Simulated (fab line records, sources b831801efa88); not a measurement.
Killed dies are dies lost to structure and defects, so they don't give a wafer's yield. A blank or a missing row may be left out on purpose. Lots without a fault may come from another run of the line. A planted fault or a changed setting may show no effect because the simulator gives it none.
A struck lot beside a sound one | flow sky130 | 18 steps out of a route of 708
Sound: wafers L235.2, L235.3, L235.5. Struck: wafers L254.2, L254.3, L254.6. The cause comes at the end.
At each step with rows: each side's tool, then ch and its chambers, then its first start. Under that, the readings that differ: sound wafers | struck wafers | difference of the means | sigmas: that difference in standard deviations of wafers without a fault.
alike: readings whose means differ by less than 2 such deviations, and words and numbers that are the same on both sides. not compared: withheld readings, readings that some wafer has no value for, bounds like >300 that may hide the same value, and numbers for which the record gives no deviation and whose values overlap.
The two part at a step that has a row with sigmas, a row that says differs or no value, or rows on one side only. Numbers that don't overlap but have no deviation are shown without sigmas and don't part them. A reading that every wafer of one side lacks parts them only if that side has two wafers or more.

first, 1 step without rows for these wafers: SKY_FIELD_ISO_DEVELOP_12 (develop time 60 s).
SKY_FIELD_ISO_CD_MEAS_13: target cd 150 nm.
  sound on cd_sem-01, day 2 03:50; struck on cd_sem-01, day 6 07:26
  alike: cd_nm
SKY_FIELD_ISO_ETCH_14: etches BARC in N2/H2, stops on SiO2, time 45.9 s, target depth 60 nm.
  sound on rie_diel-02 ch 0,2, day 2 03:56; struck on rie_diel-02 ch 2,3, day 6 07:32
  alike: drypump_motor_current_A, oes_product_au, throttle_valve_pct
  not compared: rf_hours_counter_h
SKY_FIELD_ISO_ETCH_15: etches the open film in CHF3/O2, stops on Si, target depth 180 nm, time 72 s.
  sound on rie_diel-02 ch 0,2, day 2 03:59; struck on rie_diel-02 ch 2,3, day 6 07:35
  reading               | sound             | struck            | difference | sigmas
  chf3_flow_sccm (sccm) | 49.74 49.83 49.92 | 50.40 50.11 50.32 | +0.45      | +3
  alike: drypump_motor_current_A, oes_product_au, throttle_valve_pct
  not compared: rf_hours_counter_h
SKY_FIELD_ISO_STRIP_16: strips in O2/N2.
  sound on plasma_asher-04 ch 0,1, day 2 04:02; struck on plasma_asher-02 ch 0,1, day 6 07:38
  alike: drypump_motor_current_A, o2_flow_sccm, oes_product_au, strip_time_to_endpoint_s
  not compared: rf_hours_counter_h
SKY_FIELD_ISO_ETCH_17: etches Si in HBr/Cl2/O2, target depth 342 nm, time 97.7 s.
  sound on rie_si-02 ch 0,3, day 2 04:08; struck on rie_si-01 ch 0,3, day 6 07:44
  reading                | sound                | struck               | difference | sigmas
  throttle_valve_pct (%) | 25.668 25.680 25.668 | 25.644 25.639 25.651 | -0.027     | -2
  alike: HBr_flow_sccm, drypump_motor_current_A, mfc_cl2_sccm, oes_product_au
  not compared: rf_hours_counter_h
then, 5 steps without rows for these wafers: SKY_FIELD_ISO_WET_ETCH_18 (etches Si3N4 in H3PO4, target depth 25 nm, time 286 s); SKY_FIELD_ISO_CLEAN_19 (cleans in SC1/SC2, time 150 s); SKY_FIELD_ISO_CLEAN_20 (cleans in dHF, time 20 s); SKY_FIELD_ISO_WET_ETCH_21 (etches SiO2 in dHF, target depth 20 nm, time 400 s); SKY_FIELD_ISO_OXIDATION_22 (stabilise 600 s, purge 300 s, target thk 10 nm).
SKY_FIELD_ISO_THK_MEAS_23:
  sound on film_metro-03, day 2 05:40; struck on film_metro-03, day 6 09:17
  alike: FIELD_ISO_OXIDATION_01_THK
SKY_FIELD_ISO_CVD_24: deposits SiO2, target thk 595 nm, time 99.2 s.
  sound on hdpcvd-01 ch 0,1,2, day 2 05:43; struck on hdpcvd-01 ch 0,1,2, day 6 09:20
  reading                                    | sound             | struck          | difference | sigmas
  model.SiO2_of_FIELD_ISO_CVD_24.thk_nm (nm) | 593.9 591.2 595.4 | 869.2 874 869.8 | +277.5     |
SKY_FIELD_ISO_THK_MEAS_25:
  sound on film_metro-01, day 2 05:49; struck on film_metro-02, day 6 09:25
  reading                   | sound       | struck      | difference | sigmas
  FIELD_ISO_CVD_24_THK (nm) | 594 591 596 | 869 874 870 | +277       | +44
then, 1 step without rows for these wafers: SKY_FIELD_ISO_ANNEAL_26 (time 1800 s).
SKY_FIELD_ISO_CMP_27: polishes, stops on Si3N4, t overpolish 16 s, target thk 457.8 nm.
  sound on cmp-02 ch 0,1,2, day 2 07:22; struck on cmp-01 ch 0,1, day 6 10:58
  reading                | sound       | struck      | difference | sigmas
  time_to_endpoint_s (s) | 112 121 122 | 167 169 173 | +51        | +10
  alike: edge_zone_pressure_frac, motor_current_A, retaining_ring_pressure_frac
then, 2 steps without rows for these wafers: SKY_FIELD_ISO_WET_ETCH_28 (etches SiO2 in dHF, target depth 23.7 nm, time 47 s); SKY_PAD_OPEN_PROBE_99.

WHERE THEY PART
First at SKY_FIELD_ISO_ETCH_15; last, within this record, at SKY_FIELD_ISO_CMP_27.

WHY: what the simulator had put in
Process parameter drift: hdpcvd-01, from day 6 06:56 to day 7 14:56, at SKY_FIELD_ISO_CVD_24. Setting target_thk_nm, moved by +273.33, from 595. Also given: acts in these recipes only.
